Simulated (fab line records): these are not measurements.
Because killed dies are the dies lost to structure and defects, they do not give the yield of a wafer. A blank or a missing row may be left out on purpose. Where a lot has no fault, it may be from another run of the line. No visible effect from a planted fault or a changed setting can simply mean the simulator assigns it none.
fab line records | flow sky130
[record] lots = 7 wafers = 21 lastDay = 50
route steps=708 shown VT_ADJUST_LVTN@104 VT_ADJUST_NCORE@119 PAD_OPEN@708
lots that met no fault: from a run of the same line without faults
startH: start of the lot's first displayed wafer, in hours after the record's first day | waitH: time in hours since the lot's previous step | " as in the row above | L1.1+2: several wafers, shown together as one row | - either no value or no given start | * or withheld: withheld | < > ~ a bound
route shown NAME@n: a module of which the file shows steps, and the number in the route of the first | usual: mean/standard deviation of fault-free wafers | same: alike in all rows | chamber/n: place in a boat | sites: each site's reading | _std_site: standard deviation of those values | _edge_site: the outer-site mean with the inner-site mean subtracted | radiusMm: for every site, how far away it sits from the centre of the wafer | mask NAME#n: copy n | behind: the tool/chamber that last shaped the wafer | hold: cause of the lot's hold/its duration in hours/its outcome | device: which transistor (n, p or np) failed to switch | end of line: tests of these same wafers at the route's end | step lacking rows: just its recipe | killed: dies that structure and defects cost at the first sort, which is not the same as the wafer's yield | map: a wafer's dies, x killed, . not, _ none there
set.NAME: the setting the step ran with; set.NAME@STEP: the setting that earlier step ran with | model.NAME: the simulator's own value behind a step, which no gauge read
lots seen at some steps along the route; tables by step, rows by wafer
services: the hour from which a tool's chamber was out of use, counted from the record's first day as startH (under 0 if before that day), plus the number of hours and why
[[steps]]
[step SKY_VT_ADJUST_LVTN_OVL_MEAS_07]
[usual] VT_ADJUST_LVTN_OVL = -1.2/1.3
// columns lot.wafer tool chamber startH waitH VT_ADJUST_LVTN_OVL[nm]
L588.1 overlay-01 - 185.63 - -2.0
L588.2 " - " " -0.8
L588.6 " - " " -0.5
L591.3 overlay-01 - 209.94 - -2.4
L591.5 " - " " -1.6
L591.6 " - " " -0.9
L592.3 overlay-02 - 220.37 - -0.2
L592.4 " - " " 1.7
L592.5 " - " " -1.0
L593.1 overlay-01 - 220.72 - -3.4
L593.2 " - " " -3.5
L593.6 " - " " -1.4
L594.2 overlay-01 - 227.72 - -2.1
L594.4 " - " " -2.9
L594.6 " - " " -2.2
L599.1 overlay-02 - 264.06 - -0.3
L599.4 " - " " -1.6
L599.6 " - " " 1.4
L604.3 overlay-01 - 293.49 - -1.3
L604.4 " - " " -2.4
L604.5 " - " " -1.4
[step SKY_VT_ADJUST_LVTN_IMPLANT_08]
[recipe] species = B energyKev = 30 doseCm2 = 1.57e+12 tiltDeg = withheld
[step SKY_VT_ADJUST_LVTN_STRIP_09]
[recipe] chemistry = O2/N2 powerW = 1400 pressureMtorr = 1500 platenTempC = withheld o2FlowSccm = 3000 n2FlowSccm = 300 overashFraction = 0.5
[usual] drypumpMotorCurrentA = 5.13/0.22 oesProductAu = 0.723/0.0043 stripTimeToEndpointS = 36.88/0.1
// columns lot.wafer tool chamber startH waitH drypumpMotorCurrentA oesProductAu rfHoursCounterH stripTimeToEndpointS
L588.1 plasmaAsher-02 0 185.82 0.1 4.76 0.719 39 36.88
L588.2 " 1 " " 5.04 0.721 39 36.78
L588.6 " 1 " " 5.02 0.731 - 36.88
L591.3 plasmaAsher-04 0 210.15 0.1 5.45 0.726 - 36.90
L591.5 " 1 " " 4.92 0.725 - 36.87
L591.6 " 0 " " 5.45 0.721 - 36.84
L592.3 plasmaAsher-03 0 220.57 0.1 5.12 0.724 - 37.03
L592.4 " 1 " " 5.32 0.725 - 36.87
L592.5 " 0 " " 5.12 0.725 - 36.88
L593.1 plasmaAsher-03 1 220.90 0.1 5.30 0.719 51 36.99
L593.2 " 0 " " 5.07 0.725 51 37.10
L593.6 " 1 " " 5.32 0.721 - 36.96
L594.2 plasmaAsher-04 0 227.90 0.1 5.47 0.719 10 36.80
L594.4 " 0 " " 5.45 0.731 - 36.90
L594.6 " 1 " " 4.95 0.719 - 36.86
L599.1 plasmaAsher-04 0 264.24 0.1 5.45 0.724 13 37.01
L599.4 " 1 " " 4.95 0.722 - 37.04
L599.6 " 0 " " 5.44 0.718 - 37.01
L604.3 plasmaAsher-03 0 293.70 0.1 5.12 0.724 - 36.91
L604.4 " 1 " " 5.32 0.722 - 36.90
L604.5 " 1 " " 5.32 0.724 - 36.91
[step SKY_VT_ADJUST_LVTN_TW_MEAS_10]
[usual] VT_ADJUST_LVTN_TW = 242.1/2.6
// columns lot.wafer tool chamber startH waitH VT_ADJUST_LVTN_TW
L588.1 filmMetro-04 - 185.92 0.1 242.2
L588.2 " - " " 240.7
L588.6 " - " " 241.2
L591.3 filmMetro-01 - 210.24 0.1 243.0
L591.5 " - " " 242.9
L591.6 " - " " 243.8
L592.3 filmMetro-01 - 220.66 0.1 246.4
L592.4 " - " " 246.1
L592.5 " - " " 245.9
L593.1 filmMetro-02 - 221.00 0.1 240.7
L593.2 " - " " 240.1
L593.6 " - " " 240.2
L594.2 filmMetro-04 - 228.01 0.1 240.6
L594.4 " - " " 241.4
L594.6 " - " " 242.7
L599.1 filmMetro-01 - 264.34 0.1 244.4
L599.4 " - " " 244.3
L599.6 " - " " 245.9
L604.3 filmMetro-01 - 293.79 0.1 243.7
L604.4 " - " " 244.7
L604.5 " - " " 245.3
[step SKY_VT_ADJUST_LVTN_DEHYDRATE_11]
[recipe] tempC = 200 timeS = 60
[step SKY_VT_ADJUST_LVTN_HMDS_12]
[recipe] primeTimeS = 60 primeTempC = 120
[step SKY_VT_ADJUST_LVTN_COAT_13]
[recipe] resist = NOVOLAK spinRpm = 3000 resistThkNm = 1140
[step SKY_VT_ADJUST_LVTN_SOFTBAKE_14]
[recipe] tempC = 90.44 timeS = 60 resist = NOVOLAK
[step SKY_VT_ADJUST_LVTN_EXPOSE_15]
[recipe] maskId = HVN_STD_DERIVED na = 0.6 sourceShape = conventional sigmaOuter = 0.6 polarization = unpolarized targetCdNm = 600 doseMj = 163
[step SKY_VT_ADJUST_LVTN_PEB_16]
[recipe] tempC = withheld timeS = * resist = NOVOLAK
[step SKY_VT_ADJUST_LVTN_DEVELOP_17]
[recipe] resist = NOVOLAK developer = TMAH developTimeS = 60 devTempC = 23
[step SKY_VT_ADJUST_LVTN_OVL_MEAS_18]
[usual] VT_ADJUST_LVTN_01_OVL = 0.6/1.5
// columns lot.wafer tool chamber startH waitH VT_ADJUST_LVTN_01_OVL[nm]
L588.1 overlay-02 - 207.17 0.1 -0.2
L588.2 " - " " -0.6
L588.6 " - " " 1.3
L591.3 overlay-02 - 232.68 0.1 2.7
L591.5 " - " " 2.7
L591.6 " - " " 3.9
L592.3 overlay-02 - 243.23 0.1 -0.1
L592.4 " - " " 0.5
L592.5 " - " " 0.0
L593.1 overlay-01 - 243.52 0.1 0.2
L593.2 " - " " 1.0
L593.6 " - " " -0.9
L594.2 overlay-01 - 251.04 0.1 0.5
L594.4 " - " " 1.4
L594.6 " - " " 0.7
L599.1 overlay-01 - 287.43 0.1 -0.2
L599.4 " - " " -0.2
L599.6 " - " " -1.1
L604.3 overlay-02 - 319.43 0.1 2.7
L604.4 " - " " 3.7
L604.5 " - " " 3.6
[step SKY_VT_ADJUST_LVTN_IMPLANT_19]
[recipe] species = B energyKev = 30 doseCm2 = 6.5e+11 tiltDeg = withheld
// columns lot.wafer tool chamber startH waitH
L588.1+2+6 implanter-01 0 207.21 0.0
L591.3+5+6 implanter-01 0 232.75 0.1
L592.3+4+5 implanter-03 0 243.30 0.1
L592.3+4+5 implanter-03 0 243.62 0.3
L593.1+2+6 implanter-01 0 243.55 0.0
L594.2+4+6 implanter-04 0 251.09 0.0
L594.2+4+6 implanter-04 0 251.41 0.3
L599.1+4+6 implanter-01 0 287.47 0.0
L599.1+4+6 implanter-01 0 287.78 0.3
L604.3+4+5 implanter-04 0 319.50 0.1
[step SKY_VT_ADJUST_LVTN_STRIP_20]
[recipe] chemistry = O2/N2 powerW = 1400 pressureMtorr = 1500 platenTempC = withheld o2FlowSccm = 3000 n2FlowSccm = 300 overashFraction = 0.5
[usual] drypumpMotorCurrentA = 5.10/0.21 oesProductAu = 0.715/0.0046 stripTimeToEndpointS = 14.15/0.04
// columns lot.wafer tool chamber startH waitH drypumpMotorCurrentA oesProductAu rfHoursCounterH stripTimeToEndpointS
L588.1 plasmaAsher-02 0 207.36 0.1 4.77 0.710 41 14.10
L588.2 " 1 " " 5.02 0.723 41 14.17
L588.6 " 0 " " 4.78 0.713 - 14.14
L591.3 plasmaAsher-03 1 232.89 0.1 5.32 0.710 - 14.13
L591.5 " 1 " " 5.31 0.711 - 14.16
L591.6 " 0 " " 5.09 0.716 - 14.15
L593.1 plasmaAsher-03 1 243.70 0.1 5.31 0.718 54 14.04
L593.2 " 0 " " 5.09 0.710 54 14.13
L593.6 " 0 " " 5.08 0.712 - 14.08
L592.3 plasmaAsher-02 1 243.75 0.1 5.00 0.718 - 14.10
L592.4 " 0 " " 4.79 0.719 - 14.11
L592.5 " 0 " " 4.78 0.708 - 14.12
L594.2 plasmaAsher-03 0 251.53 0.1 5.13 0.705 54 14.18
L594.4 " 1 " " 5.31 0.727 - 14.10
L594.6 " 1 " " 5.32 0.714 - 14.17
L599.1 plasmaAsher-03 0 287.93 0.1 5.08 0.718 58 14.19
L599.4 " 1 " " 5.31 0.713 - 14.19
L599.6 " 0 " " 5.11 0.713 - 14.19
L604.3 plasmaAsher-04 1 319.64 0.1 4.94 0.718 - 14.17
L604.4 " 0 " " 5.44 0.712 - 14.23
L604.5 " 0 " " 5.45 0.714 - 14.18
[step SKY_VT_ADJUST_LVTN_TW_MEAS_21]
[usual] VT_ADJUST_LVTN_2_TW = 187.9/2.2
// columns lot.wafer tool chamber startH waitH VT_ADJUST_LVTN_2_TW
L588.1 filmMetro-04 - 207.45 0.1 188.1
L588.2 " - " " 187.8
L588.6 " - " " 187.3
L591.3 filmMetro-02 - 232.97 0.1 187.4
L591.5 " - " " 186.5
L591.6 " - " " 186.9
L593.1 filmMetro-04 - 243.80 0.1 188.5
L593.2 " - " " 187.5
L593.6 " - " " 188.2
L592.3 filmMetro-02 - 243.84 0.1 224.7
L592.4 " - " " 223.7
L592.5 " - " " 224.3
L592.3 filmMetro-02 - 244.07 0.2 224.7
L592.4 " - " " 224.7
L592.5 " - " " 224.8
L594.2 filmMetro-02 - 251.64 0.1 224.1
L594.4 " - " " 224.5
L594.6 " - " " 225.3
L594.2 filmMetro-02 - 251.87 0.2 225.1
L594.4 " - " " 225.4
L594.6 " - " " 223.9
L599.1 filmMetro-01 - 288.03 0.1 231.5
L599.4 " - " " 231.7
L599.6 " - " " 232.9
L599.1 filmMetro-01 - 288.26 0.2 233.3
L599.4 " - " " 232.9
L599.6 " - " " 232.9
L604.3 filmMetro-01 - 319.72 0.1 189.5
L604.4 " - " " 189.8
L604.5 " - " " 190.4
[step SKY_VT_ADJUST_NCORE_DEHYDRATE_00]
[recipe] tempC = 200 timeS = 60
[step SKY_PAD_OPEN_PROBE_99]
[usual] killed_at_M0_to_M3 = 43/7.1 killed_at_M4_up = 3/1.7 killedAtContacts = 25/5.6 killedAtFrontEnd = 16/4.1 killedAtOther = 0.2/0.49 killedDies = 87/9.8 killedOpen = 47/7.6 killedShort = 40/6.1
[same] grossDies = 492 killedAtBackSide = 0
// columns lot.wafer tool chamber startH waitH killed_at_M0_to_M3 killed_at_M4_up killedAtContacts killedAtFrontEnd killedAtOther killedDies killedOpen killedShort model.etest.nfet_16v.rOnOhmUm model.etest.resPwellUnderGate.rsOhmSq model.etest.nfetG5v0d10v5.rOnOhmUm model.etest.tip_n_5v.rsOhmSq model.etest.nfetG5v0d10v5.driveUaUm model.etest.nfet_16v.driveUaUm model.etest.pfet_16v.driveUaUm model.etest.ring_5v.delayPs
L588.1 prober-02 - 1116.87 0.1 47 3 25 25 0 100 45 55 1.416e+04 2274 1893 1408 604 220.9 236.6 44.7
L588.2 prober-02 - 1116.92 0.1 33 6 27 15 0 81 43 38 1.416e+04 2280 1902 1403 600.4 219.7 232.9 45.07
L588.6 prober-02 - 1117.12 0.2 42 5 18 20 0 85 53 32 1.403e+04 2273 1906 1414 604.5 219.8 233.2 44.46
L591.3 prober-01 - 1138.74 0.2 46 2 28 22 1 99 58 41 1.412e+04 2295 1872 1354 606.3 223.8 245.7 44.23
L591.5 prober-01 - 1138.84 0.2 44 4 26 13 0 87 50 37 1.404e+04 2298 1875 1361 606.7 220.6 245.9 44.67
L591.6 prober-01 - 1138.89 0.2 45 6 24 14 0 89 60 29 1.407e+04 2282 1856 1358 608.8 225.4 246.6 44.71
L592.3 prober-02 - 1146.78 0.2 42 3 24 16 0 85 46 39 1.466e+04 2182 1965 1450 561.9 205.2 257.7 46.2
L592.4 prober-02 - 1146.83 0.2 42 3 19 12 0 76 42 34 1.468e+04 2174 1937 1435 567.2 204.4 256.5 45.79
L592.5 prober-02 - 1146.88 0.2 49 2 21 17 0 89 43 46 1.475e+04 2187 1948 1451 565.4 200.6 254.7 45.97
L593.1 prober-01 - 1148.57 0.1 46 4 22 18 0 90 40 50 1.371e+04 2290 1863 1387 617.1 230.5 247.3 45.07
L593.2 prober-01 - 1148.62 0.1 42 2 15 13 0 72 38 34 1.38e+04 2295 1851 1390 622.2 227.9 243.5 44.42
L593.6 prober-01 - 1148.82 0.2 47 4 32 21 0 104 61 43 1.374e+04 2303 1859 1394 615.5 228.6 247.6 44.43
L594.2 prober-01 - 1156.84 0.1 40 4 24 22 0 90 52 38 1.403e+04 2181 1934 1466 581.3 211.8 255.3 45.9
L594.4 prober-01 - 1156.94 0.2 39 6 21 31 1 98 59 39 1.414e+04 2184 1963 1467 567.3 208.4 251.4 46.05
L594.6 prober-01 - 1157.04 0.2 35 3 22 15 1 76 38 38 1.414e+04 2192 1967 1470 572.7 211.5 254.7 46.31
L599.1 prober-02 - 1178.81 0.1 48 4 17 17 0 86 49 37 1.422e+04 2172 1966 1469 571.1 208.5 243.8 46.59
L599.4 prober-02 - 1178.96 0.2 41 7 23 19 1 91 47 44 1.422e+04 2172 1948 1462 570.4 207.4 245.8 46.04
L599.6 prober-02 - 1179.06 0.2 45 4 31 18 0 98 51 47 1.416e+04 2194 1960 1458 572 210.1 246.2 46.83
L604.3 prober-01 - 1198.26 0.2 49 4 26 9 1 89 47 42 1.375e+04 2282 1866 1368 606 224.3 244.2 44.79
L604.4 prober-01 - 1198.31 0.2 53 4 33 15 1 106 60 46 1.387e+04 2294 1911 1367 600.2 220.7 237 45.16
L604.5 prober-01 - 1198.36 0.2 49 6 23 15 1 94 51 43 1.413e+04 2295 1924 1365 599 216.8 235.5 45.38
// killed by level:class
L588.1 CONTACT:geometricParticle:open=8 VIA2:geometricParticle:short=7 POLY_GATE:geometricParticle:open=6 POLY_GATE:geometricParticle:short=6 LI_CONTACT:geometricParticle:short=6 VIA1:geometricParticle:short=6 VIA1:geometricParticle:open=6 LI_CONTACT:geometricParticle:open=5
L588.2 CONTACT:geometricParticle:open=7 VIA2:geometricParticle:open=7 VIA3:geometricParticle:short=7 LOCAL_INTERCONNECT:geometricParticle:short=6 VIA3:geometricParticle:open=6 CONTACT:geometricParticle:short=5 POLY_GATE:geometricParticle:open=4 LOCAL_INTERCONNECT:geometricParticle:open=4
L588.6 CONTACT:geometricParticle:open=8 VIA1:geometricParticle:open=8 FIELD_ISO:geometricParticle:short=6 VIA2:geometricParticle:open=6 VIA3:geometricParticle:open=6 FIELD_ISO:geometricParticle:open=5 LI_CONTACT:geometricParticle:open=5 VIA1:geometricParticle:short=5
L591.3 VIA1:geometricParticle:open=10 CONTACT:geometricParticle:short=9 FIELD_ISO:geometricParticle:open=8 VIA2:geometricParticle:open=8 CONTACT:geometricParticle:open=7 LI_CONTACT:geometricParticle:open=7 METAL1:geometricParticle:short=7 VIA3:geometricParticle:open=6
L591.5 CONTACT:geometricParticle:open=12 VIA1:geometricParticle:open=9 FIELD_ISO:geometricParticle:open=7 VIA3:geometricParticle:open=7 VIA1:geometricParticle:short=6 VIA2:geometricParticle:open=6 METAL2:geometricParticle:short=5 FIELD_ISO:geometricParticle:short=4
L591.6 VIA1:geometricParticle:open=18 LI_CONTACT:geometricParticle:open=9 VIA3:geometricParticle:open=8 CONTACT:geometricParticle:open=7 FIELD_ISO:geometricParticle:short=4 LOCAL_INTERCONNECT:geometricParticle:short=4 VIA2:geometricParticle:open=4 CONTACT:geometricParticle:short=3
L592.3 CONTACT:geometricParticle:open=12 VIA1:geometricParticle:open=11 VIA2:geometricParticle:open=7 POLY_GATE:geometricParticle:short=6 VIA1:geometricParticle:short=6 METAL1:geometricParticle:short=5 FIELD_ISO:geometricParticle:short=4 LI_CONTACT:geometricParticle:open=4
L592.4 VIA1:geometricParticle:open=11 METAL1:geometricParticle:short=8 LI_CONTACT:geometricParticle:open=6 VIA2:geometricParticle:open=6 VIA3:geometricParticle:open=6 POLY_GATE:geometricParticle:short=5 CONTACT:geometricParticle:open=5 CONTACT:geometricParticle:short=4
L592.5 VIA1:geometricParticle:open=13 METAL2:geometricParticle:short=8 CONTACT:geometricParticle:open=7 VIA3:geometricParticle:open=6 METAL3:geometricParticle:short=6 VIA2:geometricParticle:open=6 FIELD_ISO:geometricParticle:short=5 POLY_GATE:geometricParticle:open=4
L593.1 VIA1:geometricParticle:open=11 VIA1:geometricParticle:short=8 LI_CONTACT:geometricParticle:open=7 METAL3:geometricParticle:short=6 LOCAL_INTERCONNECT:geometricParticle:short=5 CONTACT:geometricParticle:short=5 FIELD_ISO:geometricParticle:open=4 CONTACT:geometricParticle:open=4
L593.2 VIA2:geometricParticle:open=8 VIA1:geometricParticle:open=6 VIA1:geometricParticle:short=5 LI_CONTACT:geometricParticle:open=5 CONTACT:geometricParticle:open=5 METAL2:geometricParticle:short=5 FIELD_ISO:geometricParticle:short=4 POLY_GATE:geometricParticle:open=4
L593.6 VIA1:geometricParticle:open=11 CONTACT:geometricParticle:open=10 LI_CONTACT:geometricParticle:open=8 VIA2:geometricParticle:open=8 LOCAL_INTERCONNECT:geometricParticle:short=7 CONTACT:geometricParticle:short=6 VIA1:geometricParticle:short=6 FIELD_ISO:geometricParticle:open=5
L594.2 CONTACT:geometricParticle:open=11 VIA3:geometricParticle:open=8 LI_CONTACT:geometricParticle:open=7 VIA2:geometricParticle:open=7 FIELD_ISO:geometricParticle:short=6 POLY_GATE:geometricParticle:open=6 VIA1:geometricParticle:open=6 POLY_GATE:geometricParticle:short=4
L594.4 VIA1:geometricParticle:open=14 CONTACT:geometricParticle:open=11 FIELD_ISO:geometricParticle:open=7 LI_CONTACT:geometricParticle:open=7 POLY_GATE:geometricParticle:short=6 POLY_GATE:geometricParticle:open=6 METAL4:geometricParticle:short=6 METAL2:geometricParticle:short=6
L594.6 CONTACT:geometricParticle:open=10 VIA1:geometricParticle:open=8 FIELD_ISO:geometricParticle:short=6 METAL1:geometricParticle:short=6 VIA1:geometricParticle:short=6 FIELD_ISO:geometricParticle:open=4 CONTACT:geometricParticle:short=4 VIA3:geometricParticle:open=4
L599.1 VIA1:geometricParticle:open=11 VIA2:geometricParticle:open=10 VIA3:geometricParticle:open=8 FIELD_ISO:geometricParticle:open=7 CONTACT:geometricParticle:short=5 CONTACT:geometricParticle:open=5 FIELD_ISO:geometricParticle:short=4 VIA1:geometricParticle:short=4
L599.4 FIELD_ISO:geometricParticle:short=9 VIA2:geometricParticle:open=8 CONTACT:geometricParticle:open=8 VIA3:geometricParticle:open=8 VIA1:geometricParticle:open=7 CONTACT:geometricParticle:short=6 METAL4:geometricParticle:short=5 METAL1:geometricParticle:short=5
L599.6 CONTACT:geometricParticle:open=12 LI_CONTACT:geometricParticle:open=7 METAL2:geometricParticle:short=7 METAL1:geometricParticle:short=7 VIA1:geometricParticle:open=7 CONTACT:geometricParticle:short=6 VIA3:geometricParticle:open=6 FIELD_ISO:geometricParticle:open=5
L604.3 VIA1:geometricParticle:open=15 CONTACT:geometricParticle:open=11 METAL2:geometricParticle:short=7 LOCAL_INTERCONNECT:geometricParticle:short=6 VIA1:geometricParticle:short=6 LI_CONTACT:geometricParticle:open=5 VIA3:geometricParticle:open=5 METAL3:geometricParticle:short=4
L604.4 CONTACT:geometricParticle:open=16 VIA1:geometricParticle:open=13 METAL2:geometricParticle:short=7 VIA2:geometricParticle:open=7 VIA3:geometricParticle:open=6 FIELD_ISO:geometricParticle:open=5 LI_CONTACT:geometricParticle:open=5 CONTACT:geometricParticle:short=5
L604.5 VIA1:geometricParticle:open=13 FIELD_ISO:geometricParticle:short=7 VIA3:geometricParticle:open=7 VIA1:geometricParticle:short=6 CONTACT:geometricParticle:open=6 CONTACT:geometricParticle:short=6 LI_CONTACT:geometricParticle:open=5 VIA2:geometricParticle:open=5
[[services]]
// columns tool chamber startH hours kind
plasmaAsher-03 - 161.87 0.6 repair
plasmaAsher-02 - 164.24 0.3 repair
implanter-04 - 169.18 3.0 repair
implanter-04 - 196.62 3.9 repair
plasmaAsher-04 - 218.97 2.8 pm
implanter-03 - 229.80 7.3 repair
implanter-03 - 264.97 1.6 repair
implanter-04 - 279.72 2.3 pm
implanter-03 - 316.39 7.4 pm
[[key]]
[firstSign] step = SKY_VT_ADJUST_LVTN_IMPLANT_19 reading = visit direction = added
[effect] step = SKY_VT_ADJUST_LVTN_TW_MEAS_21 reading = visit direction = added
[effect] step = SKY_VT_ADJUST_LVTN_TW_MEAS_21 reading = VT_ADJUST_LVTN_2_TW direction = up sigmas = 18 usual = 187.9 struck = 227.0
[modelEffect] step = SKY_PAD_OPEN_PROBE_99 value = etest.nfet_16v.rOnOhmUm without = 1.402e+04 struck = 1.433e+04
metAt SKY_VT_ADJUST_LVTN_IMPLANT_19
struckWafers L592.3,L592.4,L592.5,L594.2,L594.4,L594.6,L599.1,L599.4,L599.6
testerLeftOut L592,L594,L599
[fault] kind = repeatedStepWhole tool = implanter-01,implanter-03,implanter-04 chamber = - onsetH = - steps = SKY_VT_ADJUST_LVTN_IMPLANT_19 times = 1 scope = struckLotsOnly
// testerLeftOut: of these lots the tester's yield and bins aren't shown, on N5 and GAA mostly nor the transistor test; their killed dies are dies lost to structure and defects alone, not to doping, threshold or leakage, so they don't give the yield
